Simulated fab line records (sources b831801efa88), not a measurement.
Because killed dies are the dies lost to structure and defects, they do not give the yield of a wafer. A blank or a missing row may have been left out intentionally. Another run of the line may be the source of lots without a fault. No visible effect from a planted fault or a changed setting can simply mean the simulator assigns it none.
Which tool did it? | flow sfq line | 14 lots, 42 wafers sampled, at 7 steps of a route of 325

WHAT EACH GAUGE READ, for each wafer
SFQ_L0_RS_MEAS_901: measurement is done with a four-point probe.
lot  | measured    | on            | L0_MONX_KI_RS (ohm/sq)
L374 | day 1 12:35 | film metro-04 | 43.5 43.7 43.5
L375 | day 1 17:36 | film metro-02 | 43.3 43.2 43.4
L376 | day 1 22:36 | film metro-04 | 43.1 43.2 43.0
L377 | day 2 03:34 | film metro-02 | 42.9 42.9 43.1
L378 | day 2 08:35 | film metro-02 | 43.9 43.7 43.8
L380 | day 2 18:36 | film metro-02 | 43.8 43.4 43.4
L381 | day 2 23:34 | film metro-01 | 42.8 43.4 43.9
L383 | day 3 09:34 | film metro-01 | 42.9 43.7 43.4
L386 | day 4 00:35 | film metro-04 | 43.4 43.6 43.6
L389 | day 4 15:36 | film metro-02 | 40.0 39.6 39.8 39.9 39.6 39.9
L392 | day 5 06:34 | film metro-04 | 40.1 39.8 40.0 40.2 39.9 40.0
L393 | day 5 11:35 | film metro-02 | 42.7 43.2 43.6
L394 | day 5 16:35 | film metro-04 | 43.9 44.5 43.7
L397 | day 6 07:35 | film metro-04 | 42.6 42.9 42.6

SFQ_L0_THK_MEAS_902: measures by xrf.
lot  | measured    | on            | L0_MONX_KI_THK (nm)
L374 | day 1 12:41 | film metro-04 | 40.6 40.4 40.6
L375 | day 1 17:42 | film metro-02 | 40.8 40.7 40.7
L376 | day 1 22:42 | film metro-04 | 41.0 40.7 41.1
L377 | day 2 03:41 | film metro-02 | 41.2 41.3 41.1
L378 | day 2 08:41 | film metro-02 | 40.5 40.6 40.4
L380 | day 2 18:42 | film metro-02 | 40.6 40.9 40.8
L381 | day 2 23:41 | film metro-01 | 41.3 40.4 40.0
L383 | day 3 09:41 | film metro-01 | 41.2 40.5 40.8
L386 | day 4 00:41 | film metro-04 | 40.7 40.5 40.5
L389 | day 4 20:40 | film metro-02 | 44.2 44.6 44.3 44.3 44.6 44.0
L392 | day 5 14:40 | film metro-04 | 43.9 44.2 44.3 43.9 44.2 44.0
L393 | day 5 11:41 | film metro-02 | 41.5 40.8 40.8
L394 | day 5 16:41 | film metro-04 | 40.2 39.6 40.4
L397 | day 6 07:41 | film metro-04 | 41.6 41.5 41.7

SFQ_I0_BOW_MEAS_907.
lot  | measured     | on            | I0_BOW (um)
L374 | day 9 06:47  | film metro-02 | -6 -10 -11
L375 | day 9 11:27  | film metro-03 | -16 -1 1
L376 | day 12 03:41 | film metro-02 | 0 -10 3
L377 | day 12 18:06 | film metro-01 | 4 -5 5
L378 | day 13 09:07 | film metro-03 | 1 -4 0
L380 | day 13 12:10 | film metro-01 | -5 4 5
L381 | day 13 15:01 | film metro-02 | 8 2 4
L383 | day 13 18:01 | film metro-02 | 4 -3 -4
L386 | day 14 00:02 | film metro-02 | 1 -3 -5
L389 | day 14 03:08 | film metro-03 | -6 -13 -7
L392 | day 14 09:01 | film metro-02 | 5 8 3
L393 | day 14 09:07 | film metro-01 | 14 4 12
L394 | day 14 12:02 | film metro-02 | 1 1 8
L397 | day 15 00:28 | film metro-01 | -4 -10 -11

EACH LOT AND THE TOOL THAT RAN IT (in order: tool; ch and the chambers of the sampled wafers; start)
lot  | SFQ_TRILAYER_L0_DEP_SPUTTER_003 | SFQ_TRILAYER_L0_ETCH_METAL_ETCH_008 | SFQ_TRILAYER_L0_VIA_STRIP_STRIP_017 | SFQ_TRILAYER_I0_DEP_PECVD_027
L374 | pvd sputter-06, day 1 12:29     | rie metal-03 ch 0,1, day 2 10:26    | rie metal-02 ch 0,1, day 4 22:05    | pecvd-04 ch 1,2, day 8 17:31
L375 | pvd sputter-05, day 1 17:29     | rie metal-02 ch 0,1, day 2 12:52    | rie metal-04 ch 0,1, day 4 23:29    | pecvd-04 ch 0,2, day 8 19:55
L376 | pvd sputter-03, day 1 22:29     | rie metal-01 ch 0,1, day 4 06:53    | rie metal-04 ch 0,1, day 7 16:36    | pecvd-02 ch 0,1,2, day 11 23:36
L377 | pvd sputter-06, day 2 03:29     | rie metal-01 ch 0,1, day 4 16:01    | rie metal-04 ch 0,1, day 8 09:27    | pecvd-02 ch 1,2, day 12 14:25
L378 | pvd sputter-05, day 2 08:29     | rie metal-02 ch 0,1, day 5 05:34    | rie metal-01 ch 0,1, day 8 22:39    | pecvd-01 ch 1,2, day 13 06:01
L380 | pvd sputter-03, day 2 18:29     | rie metal-02 ch 0, day 5 16:27      | rie metal-04 ch 0,1, day 9 09:39    | pecvd-02 ch 1,2, day 13 08:25
L381 | pvd sputter-03, day 2 23:29     | rie metal-01 ch 0,1, day 5 22:22    | rie metal-01 ch 0,1, day 9 17:51    | pecvd-01 ch 1,2, day 13 09:37
L383 | pvd sputter-03, day 3 09:29     | rie metal-01 ch 0,1, day 6 10:22    | rie metal-04 ch 0,1, day 10 10:39   | pecvd-02 ch 0,2, day 13 12:01
L386 | pvd sputter-05, day 4 00:29     | rie metal-01 ch 0, day 7 07:56      | rie metal-04 ch 0, day 11 10:01     | pecvd-02 ch 0,2, day 13 16:49
L389 | pvd sputter-03, day 4 15:29     | rie metal-01 ch 0,1, day 8 07:00    | rie metal-04 ch 0,1, day 12 10:09   | pecvd-04 ch 1,2, day 13 20:25
L392 | pvd sputter-03, day 5 06:29     | rie metal-03 ch 0,1, day 8 23:47    | rie metal-04 ch 0,1, day 13 06:16   | pecvd-04 ch 0,1, day 14 00:15
L393 | pvd sputter-05, day 5 11:29     | rie metal-02 ch 0,1, day 9 03:23    | rie metal-01 ch 0,1, day 13 12:16   | pecvd-02 ch 1,2, day 14 01:13
L394 | pvd sputter-06, day 5 16:29     | rie metal-01 ch 1, day 9 08:11      | rie metal-04 ch 1, day 13 19:28     | pecvd-01 ch 1,2, day 14 02:25
L397 | pvd sputter-05, day 6 07:29     | rie metal-02 ch 1, day 10 06:59     | rie metal-02 ch 0,1, day 14 17:04   | pecvd-04 ch 0,1, day 14 21:23
- SFQ_TRILAYER_L0_DEP_SPUTTER_003: material MoNx KI, target thk 40 nm, time 100 s.
- SFQ_TRILAYER_L0_ETCH_METAL_ETCH_008: etches MoNx KI in SF6/O2, stops on SiO2, target depth 50 nm, time 25 s.
- SFQ_TRILAYER_L0_VIA_STRIP_STRIP_017: strips in O2.
- SFQ_TRILAYER_I0_DEP_PECVD_027: deposits SiO2 from SiH4/N2O, time 111.11 s, target thk 500 nm.

AS READ BY THE TOOLS THEMSELVES (means over the sampled wafers that have a number; for cases with no such wafer, the mark the record gives instead)
SFQ_TRILAYER_L0_DEP_SPUTTER_003.
lot  | tool           | base pressure pa (Pa) | cathode dc power W (W) | throttle valve pct (%)
L374 | pvd sputter-06 | 1.28e-06              | 800.01                 | 28.7
L375 | pvd sputter-05 | 1.37e-06              | 800.07                 | 30.8
L376 | pvd sputter-03 | 1.29e-06              | 800.17                 | 28.1
L377 | pvd sputter-06 | 1.40e-06              | 799.99                 | 29.1
L378 | pvd sputter-05 | 1.39e-06              | 800.16                 | 29.7
L380 | pvd sputter-03 | 1.31e-06              | 800.07                 | 30.2
L381 | pvd sputter-03 | 1.33e-06              | 799.97                 | 30.9
L383 | pvd sputter-03 | 1.32e-06              | 800.06                 | 30.3
L386 | pvd sputter-05 | 1.33e-06              | 800.05                 | 29.8
L389 | pvd sputter-03 | 1.26e-06              | 870.89                 | 31.8
L392 | pvd sputter-03 | 1.35e-06              | 870.99                 | 29.0
L393 | pvd sputter-05 | 1.30e-06              | 800.07                 | 30.4
L394 | pvd sputter-06 | 1.40e-06              | 800.03                 | 29.6
L397 | pvd sputter-05 | 1.34e-06              | 800.00                 | 29.7

SFQ_TRILAYER_L0_ETCH_METAL_ETCH_008.
lot  | tool         | drypump motor current A (A) | oes product au (a.u.)
L374 | rie metal-03 | 5.8                         | 0.873
L375 | rie metal-02 | 5.6                         | 0.876
L376 | rie metal-01 | 5.7                         | 0.879
L377 | rie metal-01 | 5.7                         | 0.879
L378 | rie metal-02 | 6.1                         | 0.871
L380 | rie metal-02 | 6.5                         | 0.870
L381 | rie metal-01 | 5.8                         | 0.872
L383 | rie metal-01 | 5.8                         | 0.874
L386 | rie metal-01 | 5.7                         | 0.875
L389 | rie metal-01 | 5.8                         | 0.919
L392 | rie metal-03 | 6.0                         | 0.915
L393 | rie metal-02 | 5.6                         | 0.878
L394 | rie metal-01 | 5.8                         | 0.863
L397 | rie metal-02 | 5.2                         | 0.882

SFQ_TRILAYER_L0_VIA_STRIP_STRIP_017.
lot  | tool         | drypump motor current A (A) | oes product au (a.u.)
L374 | rie metal-02 | 6.1                         | 0.997
L375 | rie metal-04 | 6.1                         | 1.008
L376 | rie metal-04 | 6.1                         | 1.008
L377 | rie metal-04 | 6.1                         | 1.007
L378 | rie metal-01 | 5.7                         | 0.995
L380 | rie metal-04 | 5.9                         | 1.010
L381 | rie metal-01 | 5.8                         | 1.000
L383 | rie metal-04 | 5.9                         | 1.007
L386 | rie metal-04 | 6.3                         | 1.008
L389 | rie metal-04 | 6.1                         | 1.006
L392 | rie metal-04 | 6.1                         | 1.010
L393 | rie metal-01 | 5.7                         | 1.005
L394 | rie metal-04 | 5.7                         | 1.011
L397 | rie metal-02 | 6.1                         | 0.991

SFQ_TRILAYER_I0_DEP_PECVD_027.
lot  | tool     | heater power w (W) | throttle valve pct (%)
L374 | pecvd-04 | 79                 | 23.2
L375 | pecvd-04 | 83                 | 22.7
L376 | pecvd-02 | 81                 | 25.9
L377 | pecvd-02 | 73                 | 26.0
L378 | pecvd-01 | 85                 | 22.8
L380 | pecvd-02 | 80                 | 26.1
L381 | pecvd-01 | 84                 | 23.0
L383 | pecvd-02 | 80                 | 25.6
L386 | pecvd-02 | 78                 | 25.5
L389 | pecvd-04 | 77                 | 23.5
L392 | pecvd-04 | 90                 | 23.3
L393 | pecvd-02 | 69                 | 25.3
L394 | pecvd-01 | 82                 | 23.2
L397 | pecvd-04 | 85                 | 23.3

THE ANSWER, worked out from the rows above alone
Rule: the usual values come from the lots themselves. The widest of any qualifying gaps counts: lots, ordered by their means at a reading, are off when they make up no more than a third of the lots, leave a main group of 4 or more, and stand apart from it by 3 or more times the standard deviation of that group's means. A main group whose means are all the same, to the digits that the tables above print for the reading, isn't used. A lot without any number at a reading at which 4 lots or more have one is off too. Where the step has rows for the other lots, those lots are counted as sound. First the gauges in route order, then the tools' own readings, where a lot's mean is used as printed above. The first step at which some lot is off is used, and at that step the reading that is off furthest; a lot without a number counts as furthest.
Off: L389, L392, at SFQ_L0_RS_MEAS_901 (L0_MONX_KI_RS). The main group: mean 43.4 ohm/sq, standard deviation 0.35.
A tool fits if, at a process step before that reading, it ran every lot that is off, and no sound lot after the first of them. The gauges at SFQ_L0_RS_MEAS_901 aren't tried: what is off there is off at SFQ_TRILAYER_L0_DEP_SPUTTER_003 too, on other tools, and a gauge's error can't cause that. One fits: SFQ_TRILAYER_L0_DEP_SPUTTER_003 on pvd sputter-03. Its last sound lot is L383 (day 3 09:29), its first lot that is off L389 (day 4 15:29): a fault that began between those two fits.
On the lots that are off, the tool's own readings at SFQ_TRILAYER_L0_DEP_SPUTTER_003 differ by more than 5 times the standard deviation of the sound lots' means, which bears it out; cathode dc power W reads 870.94 W there versus 800.05 W on the sound lots.

WHAT THE SIMULATOR HAD INSERTED
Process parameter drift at SFQ_TRILAYER_L0_DEP_SPUTTER_003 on pvd sputter-03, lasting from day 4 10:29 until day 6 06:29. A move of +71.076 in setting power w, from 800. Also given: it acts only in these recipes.
Shown lots that were struck: L389, L392. The rule given above showed the same thing.
